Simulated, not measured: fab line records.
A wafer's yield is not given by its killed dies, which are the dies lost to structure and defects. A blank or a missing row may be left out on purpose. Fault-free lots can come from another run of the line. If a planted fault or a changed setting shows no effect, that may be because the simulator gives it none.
fab line records	flow sky130
record lots=5	wafers=15	last_day=49
route steps=708 shown RES_PROTECT@209 POLY_GATE@213
lots that met no fault: from a run of the same line without faults
start_h: hours from the record's first day to the start of the lot's first wafer shown	wait_h: hours since the lot's step before	" unchanged from the row above	L1.1+2: a single row standing in for several wafers	- either no value or no given start	* or withheld: withheld	< > ~ a bound
route shown NAME@n: a module of which the file shows steps, and the number in the route of the first	usual: mean/standard deviation of fault-free wafers	same: alike in all rows	chamber/n: place in a boat	sites: each site's reading	_std_site: the values' standard deviation	_edge_site: outer sites' mean less inner sites'	radius_mm: how far each site lies from the wafer's centre	mask NAME#n: copy n	behind: the last tool/chamber to shape the wafer	hold: reason for holding the lot/hours on hold/outcome of the hold	device: whichever transistor did not switch (one of n, p or np)	end of line: the route-end tests of the same wafers	for a step that has no rows: nothing shown but its recipe	killed: not the wafer's yield, but the dies lost to structure and defects at the first sort	map: shows each die of a wafer: x if killed, . if not, _ if none is there
set.NAME: the setting as run; set.NAME@STEP: as run at that earlier step	model.NAME: the simulator's own value behind a step, which no gauge read
a table for each step, a row for each wafer; lots at some steps of the route
services: when a tool's chamber went out of use (start_h, in hours from the record's first day, below 0 if earlier), for how many hours, and the reason
## steps
# step SKY_RES_PROTECT_SOFTBAKE_03
# recipe temp_c=90	time_s=60	resist=NOVOLAK
# usual chill_plate_temp_C=23.00/0.11
lot.wafer	tool	chamber	start_h	wait_h	chill_plate_temp_C
L075.1	litho_track-04	0	337.75	0.1	23.01
L075.3	"	0	"	"	23.00
L075.5	"	0	"	"	22.92
L076.3	litho_track-03	0	350.31	0.1	23.07
L076.4	"	0	"	"	22.86
L076.5	"	0	"	"	22.93
L082.1	litho_track-04	0	393.50	0.1	22.97
L082.2	"	0	"	"	23.00
L082.6	"	0	"	"	22.84
L083.2	litho_track-01	0	409.99	0.1	23.15
L083.3	"	0	"	"	23.02
L083.4	"	0	"	"	23.36
L092.2	litho_track-03	0	487.33	0.1	23.04
L092.3	"	0	"	"	22.89
L092.6	"	0	"	"	22.99
# step SKY_RES_PROTECT_EXPOSE_04
# recipe mask_id=RPM	na=0.6	source_shape=conventional	sigma_outer=0.6	polarization=unpolarized	target_cd_nm=1270	dose_mj=131
lot.wafer	tool	chamber	start_h	wait_h	mask
L075.1+3+5	iline_stepper-02	0	-	-	RPM#0
L076.3+4+5	iline_stepper-01	0	-	-	RPM#0
L082.1+2+6	iline_stepper-01	0	-	-	RPM#0
L083.2+3+4	iline_stepper-02	0	-	-	RPM#0
L092.2+3+6	iline_stepper-01	0	-	-	RPM#0
# step SKY_RES_PROTECT_PEB_05
# recipe temp_c=withheld	time_s=*	resist=NOVOLAK
# usual chill_plate_temp_C=*
lot.wafer	tool	chamber	start_h	wait_h	chill_plate_temp_C
L075.1	litho_track-04	0	-	-	*
L075.3	"	0	"	"	*
L075.5	"	0	"	"	*
L076.3	litho_track-03	0	-	-	*
L076.4	"	0	"	"	*
L076.5	"	0	"	"	*
L082.1	litho_track-01	0	-	-	*
L082.2	"	0	"	"	*
L082.6	"	0	"	"	*
L083.2	litho_track-04	0	-	-	*
L083.3	"	0	"	"	*
L083.4	"	0	"	"	*
L092.2	litho_track-03	0	-	-	*
L092.3	"	0	"	"	*
L092.6	"	0	"	"	*
# step SKY_RES_PROTECT_DEVELOP_06
# recipe resist=NOVOLAK	developer=TMAH	develop_time_s=60	dev_temp_c=23
# usual chill_plate_temp_C=22.98/0.094
# same develop_time_s=60
lot.wafer	tool	chamber	start_h	wait_h	chill_plate_temp_C
L075.1	litho_track-04	0	351.20	0.1	22.95
L075.3	"	0	"	"	22.99
L075.5	"	0	"	"	23.17
L076.3	litho_track-03	0	364.16	0.1	23.19
L076.4	"	0	"	"	22.98
L076.5	"	0	"	"	23.09
L082.1	litho_track-01	0	408.71	0.1	22.92
L082.2	"	0	"	"	22.85
L082.6	"	0	"	"	22.90
L083.2	litho_track-04	0	424.63	0.1	22.93
L083.3	"	0	"	"	22.87
L083.4	"	0	"	"	22.88
L092.2	litho_track-03	0	503.08	0.1	23.02
L092.3	"	0	"	"	23.09
L092.6	"	0	"	"	22.93
# step SKY_POLY_GATE_IMPLANT_02
# recipe species=P	energy_kev=30	dose_cm2=7.7e+15	tilt_deg=0
# usual beam_energy_keV=30.002/0.0093	dose_ions_cm2=7.7e+15/7.1e+12
lot.wafer	tool	chamber	start_h	wait_h	beam_energy_keV	dose_ions_cm2
L075.1	implanter-03	0	351.35	0.1	29.990	7.702e+15
L075.3	"	0	"	"	30.012	7.707e+15
L075.5	"	0	"	"	29.990	7.712e+15
L076.3	implanter-02	0	364.31	0.1	30.001	7.687e+15
L076.4	"	0	"	"	30.015	7.707e+15
L076.5	"	0	"	"	30.010	7.693e+15
L082.1	implanter-04	0	408.86	0.1	30.012	7.696e+15
L082.2	"	0	"	"	30.005	7.688e+15
L082.6	"	0	"	"	30.003	7.689e+15
L083.2	implanter-03	0	424.78	0.1	30.002	7.701e+15
L083.3	"	0	"	"	29.986	7.697e+15
L083.4	"	0	"	"	29.997	7.702e+15
L092.2	implanter-02	0	503.23	0.1	30.003	7.687e+15
L092.3	"	0	"	"	29.998	7.703e+15
L092.6	"	0	"	"	29.994	7.708e+15
# step SKY_RES_PROTECT_STRIP_07
# recipe chemistry=O2/N2	power_w=1400	pressure_mtorr=1500	platen_temp_c=withheld	o2_flow_sccm=3000	n2_flow_sccm=300	overash_fraction=0.5
# usual drypump_motor_current_A=5.5/0.36	n2_flow_sccm=300.0/0.83	oes_product_au=0.518/0.0047	strip_time_to_endpoint_s=23.28/0.036
lot.wafer	tool	chamber	start_h	wait_h	drypump_motor_current_A	n2_flow_sccm	oes_product_au	rf_hours_counter_h	strip_time_to_endpoint_s
L075.1	plasma_asher-03	1	351.50	0.1	5.7	300.6	0.524	66	23.30
L075.3	"	1	"	"	5.7	300.5	0.522	-	23.28
L075.5	"	1	"	"	5.7	301.4	0.515	-	23.30
L076.3	plasma_asher-02	0	364.44	0.1	5.9	300.5	0.515	-	23.24
L076.4	"	1	"	"	5.0	300.4	0.514	-	23.19
L076.5	"	0	"	"	5.9	300.4	0.509	-	23.17
L082.1	plasma_asher-01	0	409.01	0.1	5.7	301.7	0.525	29	23.29
L082.2	"	1	"	"	5.6	300.3	0.521	29	23.30
L082.6	"	0	"	"	5.7	300.0	0.516	-	23.27
L083.2	plasma_asher-02	0	424.90	0.1	5.9	300.4	0.517	74	23.23
L083.3	"	0	"	"	5.9	299.7	0.516	-	23.26
L083.4	"	1	"	"	5.0	299.5	0.519	-	23.22
L092.2	plasma_asher-01	1	503.36	0.1	5.6	300.5	0.519	39	23.26
L092.3	"	0	"	"	5.7	300.2	0.518	-	23.28
L092.6	"	1	"	"	5.6	299.5	0.520	-	23.28
# step SKY_RES_PROTECT_TW_MEAS_08
# usual POLY_GATE_TW=4018/33
lot.wafer	tool	chamber	start_h	wait_h	POLY_GATE_TW
L075.1	film_metro-04	-	351.60	0.1	3995
L075.3	"	-	"	"	3986
L075.5	"	-	"	"	4014
L076.3	film_metro-01	-	364.53	0.1	4040
L076.4	"	-	"	"	4069
L076.5	"	-	"	"	4042
L082.1	film_metro-04	-	409.11	0.1	4021
L082.2	"	-	"	"	4016
L082.6	"	-	"	"	4018
L083.2	film_metro-01	-	425.01	0.1	4034
L083.3	"	-	"	"	4029
L083.4	"	-	"	"	4028
L092.2	film_metro-04	-	503.47	0.1	4019
L092.3	"	-	"	"	4015
L092.6	"	-	"	"	3977
# step SKY_RES_PROTECT_CLEAN_09
# recipe chemistry=SC1/SC2	mix=1:4:20	temp_c=70	time_s=150	dry=n2_spin
lot.wafer	tool	chamber	start_h	wait_h
L075.1+3+5	wet_bench-02	0	351.66	0.1
L076.3+4+5	wet_bench-02	1	364.57	0.0
L082.1+2+6	wet_bench-04	2	409.17	0.1
L083.2+3+4	wet_bench-02	3	425.06	0.0
L092.2+3+6	wet_bench-02	2	503.52	0.0
# step SKY_POLY_GATE_CVD_03
# recipe material=Si3N4	precursor=DCS/NH3	target_thk_nm=75	temp_c=770	time_s=1290	pressure_mtorr=250
# usual spike_tc_bottom_C=787.8/2.9	zone_power_centre_pct=12.4/0.67	zone_power_upper_pct=14.5/1.7
lot.wafer	tool	chamber	start_h	wait_h	spike_tc_bottom_C	zone_power_centre_pct	zone_power_upper_pct
L075.1	lpcvd-02	1	353.48	1.8	785.8	13.4	12.6
L075.3	"	1	"	"	784.1	13.2	12.5
L075.5	"	1	"	"	784.9	13.1	12.5
L076.3	lpcvd-02	0	364.62	0.0	790.1	11.9	15.9
L076.4	"	0	"	"	791.7	11.8	15.8
L076.5	"	0	"	"	788.2	11.9	16.0
L082.1	lpcvd-02	1	411.28	2.1	785.6	13.3	12.5
L082.2	"	1	"	"	783.1	13.4	12.6
L082.6	"	1	"	"	785.5	13.1	12.2
L083.2	lpcvd-02	1	425.11	0.0	785.1	13.2	12.5
L083.3	"	1	"	"	785.2	13.0	12.4
L083.4	"	1	"	"	783.6	13.0	12.7
L092.2	lpcvd-02	0	504.51	0.9	789.5	11.9	16.2
L092.3	"	0	"	"	791.5	11.9	16.1
L092.6	"	0	"	"	790.0	11.9	16.0
# step SKY_POLY_GATE_THK_MEAS_04
# recipe reads=Si3N4_of_POLY_GATE_CVD_03
# usual POLY_GATE_CVD_03_THK=75.5/0.75
lot.wafer	tool	chamber	start_h	wait_h	POLY_GATE_CVD_03_THK[nm]
L075.1	film_metro-03	-	354.84	0.0	75.2
L075.3	"	-	"	"	75.4
L075.5	"	-	"	"	75.6
L076.3	film_metro-03	-	366.00	0.0	75.3
L076.4	"	-	"	"	75.1
L076.5	"	-	"	"	75.3
L082.1	film_metro-03	-	412.64	0.0	75.9
L082.2	"	-	"	"	75.3
L082.6	"	-	"	"	76.1
L083.2	film_metro-03	-	426.48	0.0	76.7
L083.3	"	-	"	"	77.2
L083.4	"	-	"	"	76.4
L092.2	film_metro-01	-	505.88	0.0	75.6
L092.3	"	-	"	"	75.1
L092.6	"	-	"	"	75.3
# step SKY_POLY_GATE_DEHYDRATE_05
# recipe temp_c=200	time_s=60
# usual chill_plate_temp_C=23.00/0.1
lot.wafer	tool	chamber	start_h	wait_h	chill_plate_temp_C
L075.1	litho_track-01	0	368.06	13.2	22.89
L075.3	"	0	"	"	22.90
L075.5	"	0	"	"	23.02
L076.3	litho_track-03	0	379.96	13.9	22.98
L076.4	"	0	"	"	23.07
L076.5	"	0	"	"	22.98
L082.1	litho_track-03	0	426.71	14.1	23.01
L082.2	"	0	"	"	22.99
L082.6	"	0	"	"	23.08
L083.2	litho_track-01	0	442.09	15.6	22.98
L083.3	"	0	"	"	22.92
L083.4	"	0	"	"	23.02
L092.2	litho_track-03	0	520.33	14.4	22.73
L092.3	"	0	"	"	22.95
L092.6	"	0	"	"	22.93
# step SKY_POLY_GATE_HMDS_06
# recipe prime_time_s=60	prime_temp_c=120
# usual chill_plate_temp_C=23.00/0.1
lot.wafer	tool	chamber	start_h	wait_h	chill_plate_temp_C
L075.1	litho_track-01	0	368.21	0.1	22.96
L075.3	"	0	"	"	23.08
L075.5	"	0	"	"	22.92
L076.3	litho_track-03	0	380.11	0.1	23.04
L076.4	"	0	"	"	22.96
L076.5	"	0	"	"	23.17
L082.1	litho_track-03	0	426.86	0.1	22.90
L082.2	"	0	"	"	22.97
L082.6	"	0	"	"	22.93
L083.2	litho_track-01	0	442.24	0.1	22.90
L083.3	"	0	"	"	23.04
L083.4	"	0	"	"	22.88
L092.2	litho_track-03	0	520.48	0.1	22.95
L092.3	"	0	"	"	22.95
L092.6	"	0	"	"	23.03
# step SKY_POLY_GATE_COAT_07
# recipe resist=BARC	temp_c=withheld	time_s=withheld	spin_rpm=3000	resist_thk_nm=110
# usual chill_plate_temp_C=*
lot.wafer	tool	chamber	start_h	wait_h	chill_plate_temp_C
L075.1	litho_track-01	0	368.36	0.1	*
L075.3	"	0	"	"	*
L075.5	"	0	"	"	*
L076.3	litho_track-03	0	380.26	0.1	*
L076.4	"	0	"	"	*
L076.5	"	0	"	"	*
L082.1	litho_track-03	0	427.01	0.1	*
L082.2	"	0	"	"	*
L082.6	"	0	"	"	*
L083.2	litho_track-01	0	442.39	0.1	*
L083.3	"	0	"	"	*
L083.4	"	0	"	"	*
L092.2	litho_track-03	0	520.63	0.1	*
L092.3	"	0	"	"	*
L092.6	"	0	"	"	*
# step SKY_POLY_GATE_COAT_08
# recipe resist=KrF-thick	spin_rpm=3000	resist_thk_nm=450
# usual chill_plate_temp_C=22.98/0.094
lot.wafer	tool	chamber	start_h	wait_h	chill_plate_temp_C
L075.1	litho_track-01	0	-	-	23.17
L075.3	"	0	"	"	23.04
L075.5	"	0	"	"	22.96
L076.3	litho_track-03	0	-	-	22.86
L076.4	"	0	"	"	23.00
L076.5	"	0	"	"	22.92
L082.1	litho_track-03	0	-	-	22.96
L082.2	"	0	"	"	22.97
L082.6	"	0	"	"	23.06
L083.2	litho_track-01	0	-	-	23.00
L083.3	"	0	"	"	22.94
L083.4	"	0	"	"	22.96
L092.2	litho_track-03	0	-	-	22.92
L092.3	"	0	"	"	22.97
L092.6	"	0	"	"	23.18
# step SKY_POLY_GATE_SOFTBAKE_09
# recipe temp_c=100	time_s=90	resist=KrF-thick
# usual chill_plate_temp_C=22.97/0.094
lot.wafer	tool	chamber	start_h	wait_h	chill_plate_temp_C
L075.1	litho_track-01	0	-	-	22.97
L075.3	"	0	"	"	23.01
L075.5	"	0	"	"	23.05
L076.3	litho_track-03	0	-	-	22.94
L076.4	"	0	"	"	22.94
L076.5	"	0	"	"	22.81
L082.1	litho_track-03	0	-	-	22.95
L082.2	"	0	"	"	22.88
L082.6	"	0	"	"	23.05
L083.2	litho_track-01	0	-	-	22.99
L083.3	"	0	"	"	22.93
L083.4	"	0	"	"	23.13
L092.2	litho_track-03	0	-	-	22.98
L092.3	"	0	"	"	22.83
L092.6	"	0	"	"	22.94
# step SKY_POLY_GATE_EXPOSE_10
# recipe mask_id=P1M	na=0.68	source_shape=conventional	sigma_outer=0.6	target_cd_nm=150	dose_mj=28
lot.wafer	tool	chamber	start_h	wait_h	mask
L075.1+3+5	krf_scanner-02	0	-	-	P1M#0
L076.3+4+5	krf_scanner-02	0	-	-	P1M#0
L082.1+2+6	krf_scanner-01	0	-	-	P1M#0
L083.2+3+4	krf_scanner-02	0	-	-	P1M#0
L092.2+3+6	krf_scanner-01	0	-	-	P1M#0
# step SKY_POLY_GATE_PEB_11
# recipe peb_temp_c=withheld	peb_time_s=withheld	resist=KrF-thick
# usual chill_plate_temp_C=*
lot.wafer	tool	chamber	start_h	wait_h	chill_plate_temp_C
L075.1	litho_track-01	0	-	-	*
L075.3	"	0	"	"	*
L075.5	"	0	"	"	*
L076.3	litho_track-01	0	-	-	*
L076.4	"	0	"	"	*
L076.5	"	0	"	"	*
L082.1	litho_track-01	0	-	-	*
L082.2	"	0	"	"	*
L082.6	"	0	"	"	*
L083.2	litho_track-01	0	-	-	*
L083.3	"	0	"	"	*
L083.4	"	0	"	"	*
L092.2	litho_track-01	0	-	-	*
L092.3	"	0	"	"	*
L092.6	"	0	"	"	*
# step SKY_POLY_GATE_DEVELOP_12
# recipe develop_time_s=60	resist=KrF-thick	dev_temp_c=21
# usual chill_plate_temp_C=23.00/0.11
# same develop_time_s=60
lot.wafer	tool	chamber	start_h	wait_h	chill_plate_temp_C
L075.1	litho_track-01	0	-	-	22.97
L075.3	"	0	"	"	22.84
L075.5	"	0	"	"	22.89
L076.3	litho_track-01	0	-	-	22.94
L076.4	"	0	"	"	22.89
L076.5	"	0	"	"	22.82
L082.1	litho_track-01	0	-	-	23.02
L082.2	"	0	"	"	23.02
L082.6	"	0	"	"	22.99
L083.2	litho_track-01	0	-	-	22.93
L083.3	"	0	"	"	23.16
L083.4	"	0	"	"	23.08
L092.2	litho_track-01	0	-	-	22.94
L092.3	"	0	"	"	23.01
L092.6	"	0	"	"	23.01
## services
tool	chamber	start_h	hours	kind
wet_bench-02	-	323.44	1.0	repair
iline_stepper-02	-	324.23	6.4	repair
krf_scanner-01	-	327.87	0.2	repair
krf_scanner-01	-	334.91	1.0	pm
iline_stepper-01	-	352.69	1.7	pm
krf_scanner-01	-	361.43	0.8	pm
iline_stepper-02	-	375.51	1.7	pm
krf_scanner-02	-	377.53	0.8	pm
implanter-02	-	399.04	3.9	pm
krf_scanner-02	-	405.70	1.0	pm
krf_scanner-01	-	408.70	1.3	pm
implanter-03	-	413.90	2.6	repair
plasma_asher-01	-	418.91	2.3	repair
krf_scanner-01	-	453.08	0.8	repair
krf_scanner-02	-	456.80	1.3	pm
plasma_asher-02	-	460.69	2.4	repair
plasma_asher-02	-	478.60	1.2	repair
implanter-02	-	486.14	4.9	pm
krf_scanner-01	-	503.91	1.0	pm
krf_scanner-02	-	505.35	0.2	repair
iline_stepper-01	-	507.52	5.6	repair
implanter-02	-	509.15	1.8	repair
krf_scanner-02	-	519.95	19.5	repair
implanter-03	-	528.62	19.5	pm
## key
fault none
